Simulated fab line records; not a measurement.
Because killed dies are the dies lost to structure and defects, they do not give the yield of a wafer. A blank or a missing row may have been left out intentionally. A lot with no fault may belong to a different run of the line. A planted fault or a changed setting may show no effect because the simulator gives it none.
What tool caused it?	flow sky130	30 wafers from 10 lots sampled at 5 of the route's 708 steps

WHAT THE GAUGES READ, wafer by wafer
SKY_VIA2_RS_MEAS_22: uses a four-point probe to measure. Usual: for VIA2_W_RS the level is 0.272 ohm/sq and the standard deviation is 0.0038.
lot	measured	on	VIA2_W_RS (ohm/sq)	flag
L856	day 36 04:43	film_metro-04	0.269 0.270 0.265	
L857	day 36 18:11	film_metro-01	0.269 0.276 0.275	
L859	day 37 05:33	film_metro-02	0.279 0.277 0.275	
L869	day 40 22:59	film_metro-02	0.213 0.275 0.215	OFF
L870	day 41 04:58	film_metro-02	0.273 0.271 0.266	
L871	day 41 06:25	film_metro-01	0.273 0.215 0.270	OFF
L872	day 41 14:25	film_metro-01	0.272 0.272 0.272	
L875	day 42 17:31	film_metro-01	0.270 0.269 0.271	
L877	day 42 20:07	film_metro-02	0.273 0.270 0.273	
L878	day 43 00:43	film_metro-01	0.268 0.272 0.273	

SKY_VIA2_THK_MEAS_23: measures by xrf. Usual: for VIA2_W_THK the level is 440 nm and the standard deviation is 8.9.
lot	measured	on	VIA2_W_THK (nm)	flag
L856	day 36 04:50	film_metro-04	440 439 443	
L857	day 36 18:17	film_metro-01	446 435 434	
L859	day 37 05:40	film_metro-02	433 437 436	
L869	day 40 23:05	film_metro-02	- 435 568	OFF
L870	day 41 05:05	film_metro-02	441 444 451	
L871	day 41 06:32	film_metro-01	435 - 440	
L872	day 41 14:32	film_metro-01	439 441 443	
L875	day 42 17:38	film_metro-01	439 441 436	
L877	day 42 20:14	film_metro-02	445 455 447	
L878	day 43 00:50	film_metro-01	444 434 437	

WHICH TOOL RAN EACH LOT (tool, then ch and the chambers of the sampled wafers, then the start)
lot	SKY_VIA1_ETCH_14	SKY_VIA2_ETCH_14	SKY_VIA2_CVD_21
L856	rie_diel-02 ch 0,3, day 33 20:35	rie_diel-01 ch 1,3, day 36 03:49	cvd_w-02 ch 0,1, day 36 04:34
L857	rie_diel-02 ch 0,1, day 34 09:44	rie_diel-04 ch 0,1,2, day 36 17:16	cvd_w-01 ch 0,1, day 36 18:02
L859	rie_diel-01 ch 1,2,3, day 34 21:35	rie_diel-03 ch 1,2, day 37 04:40	cvd_w-01 ch 0,1, day 37 05:25
L869	rie_diel-01 ch 0,2,3, day 38 17:32	rie_diel-01 ch 0,1,3, day 40 22:02	cvd_w-01 ch 0,1, day 40 22:51
L870	rie_diel-02 ch 0,2,3, day 38 23:46	rie_diel-04 ch 1,2,3, day 41 04:02	cvd_w-02 ch 0,1, day 41 04:50
L871	rie_diel-01 ch 0,3, day 39 02:11	rie_diel-04 ch 0,1,2, day 41 05:31	cvd_w-01 ch 0,1, day 41 06:16
L872	rie_diel-01 ch 1,2,3, day 39 10:36	rie_diel-03 ch 0,1,3, day 41 13:32	cvd_w-02 ch 0, day 41 14:17
L875	rie_diel-02 ch 0,2,3, day 40 14:43	rie_diel-03 ch 0,2,3, day 42 16:35	cvd_w-02 ch 0,1, day 42 17:23
L877	rie_diel-01 ch 0,1,3, day 40 16:47	rie_diel-03 ch 1,3, day 42 19:11	cvd_w-02 ch 0,1, day 42 19:59
L878	rie_diel-02 ch 2,3, day 40 20:50	rie_diel-04 ch 1,2, day 42 23:28	cvd_w-02 ch 0,1, day 43 00:35
- SKY_VIA1_ETCH_14: etches BARC in N2/H2, stops on SiO2, time 45.9 s, target depth 60 nm.
- SKY_VIA2_ETCH_14: etches BARC in N2/H2, stops on SiO2, time 45.9 s, target depth 60 nm.
- SKY_VIA2_CVD_21: deposits W, target thk 420 nm, time 126.4 s.

WHAT THE TOOLS THEMSELVES READ (means of the sampled wafers that have a number; where no wafer has one, the mark that the record gives instead)
SKY_VIA1_ETCH_14. Usual: drypump_motor_current_A 5.8 A, standard deviation 0.49; n2_flow_sccm 100.0 sccm, standard deviation 0.32; oes_product_au 0.855 a.u., standard deviation 0.0048; throttle_valve_pct 13.223 %, standard deviation 0.0084.
lot	tool	drypump_motor_current_A (A)	n2_flow_sccm (sccm)	oes_product_au (a.u.)	throttle_valve_pct (%)	flag
L856	rie_diel-02	6.0	100.0	0.858	13.222	
L857	rie_diel-02	6.2	100.3	0.855	13.231	
L859	rie_diel-01	5.6	100.1	0.856	13.223	
L869	rie_diel-01	5.4	100.0	0.853	13.214	
L870	rie_diel-02	6.1	100.2	0.862	13.221	
L871	rie_diel-01	5.5	99.9	0.855	13.223	
L872	rie_diel-01	5.6	100.2	0.854	13.221	
L875	rie_diel-02	6.1	99.8	0.856	13.230	
L877	rie_diel-01	5.7	100.2	0.850	13.219	
L878	rie_diel-02	5.9	100.4	0.853	13.222	

SKY_VIA2_ETCH_14. Usual: drypump_motor_current_A 5.7 A, standard deviation 0.43; n2_flow_sccm 100.0 sccm, standard deviation 0.31; oes_product_au 0.855 a.u., standard deviation 0.0053; throttle_valve_pct 13.226 %, standard deviation 0.0095.
lot	tool	drypump_motor_current_A (A)	n2_flow_sccm (sccm)	oes_product_au (a.u.)	throttle_valve_pct (%)	flag
L856	rie_diel-01	5.9	99.8	0.854	13.224	
L857	rie_diel-04	5.4	99.9	0.851	13.236	
L859	rie_diel-03	5.6	99.9	0.855	13.221	
L869	rie_diel-01	5.6	100.0	0.858	13.217	
L870	rie_diel-04	6.0	99.9	0.858	13.227	
L871	rie_diel-04	5.4	99.9	0.852	13.231	
L872	rie_diel-03	5.8	99.9	0.856	13.223	
L875	rie_diel-03	5.7	99.9	0.856	13.231	
L877	rie_diel-03	5.7	100.2	0.855	13.226	
L878	rie_diel-04	5.6	99.6	0.854	13.225	

SKY_VIA2_CVD_21. Usual: 850 W for heater_power_w, sd 55.
lot	tool	heater_power_w (W)	flag
L856	cvd_w-02	860	
L857	cvd_w-01	839	
L859	cvd_w-01	832	
L869	cvd_w-01	781	
L870	cvd_w-02	865	
L871	cvd_w-01	828	
L872	cvd_w-02	911	
L875	cvd_w-02	865	
L877	cvd_w-02	903	
L878	cvd_w-02	883	

THE ANSWER, worked out from the rows above alone
Rule: a lot is off if the mean of its wafers that have a number lies more than 3 standard deviations from the usual mean. A lot without any number at a reading at which 4 lots or more have one is off too. Any other lot the step has rows for is counted as sound. Order of review: gauges by route order, followed by the tools' own readings, for which a lot's mean as printed above is used. The first step at which some lot is off is used, and at that step the reading that is off furthest; a lot without a number counts as furthest.
Off: L869, L871, seen at SKY_VIA2_RS_MEAS_22 (VIA2_W_RS).
A tool fits if, at a process step before that reading, it ran every lot that is off, and no sound lot after the first of them. The gauges at SKY_VIA2_RS_MEAS_22 are tried like those tools. One fits: cvd_w-01 at SKY_VIA2_CVD_21. Its last sound lot is L859 (day 37 05:25), its first lot that is off L869 (day 40 22:51): a fault that began between those two fits.

WHAT THE SIMULATOR PUT IN
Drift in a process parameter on cvd_w-01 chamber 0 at SKY_VIA2_CVD_21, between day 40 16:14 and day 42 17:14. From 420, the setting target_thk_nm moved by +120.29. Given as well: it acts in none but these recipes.
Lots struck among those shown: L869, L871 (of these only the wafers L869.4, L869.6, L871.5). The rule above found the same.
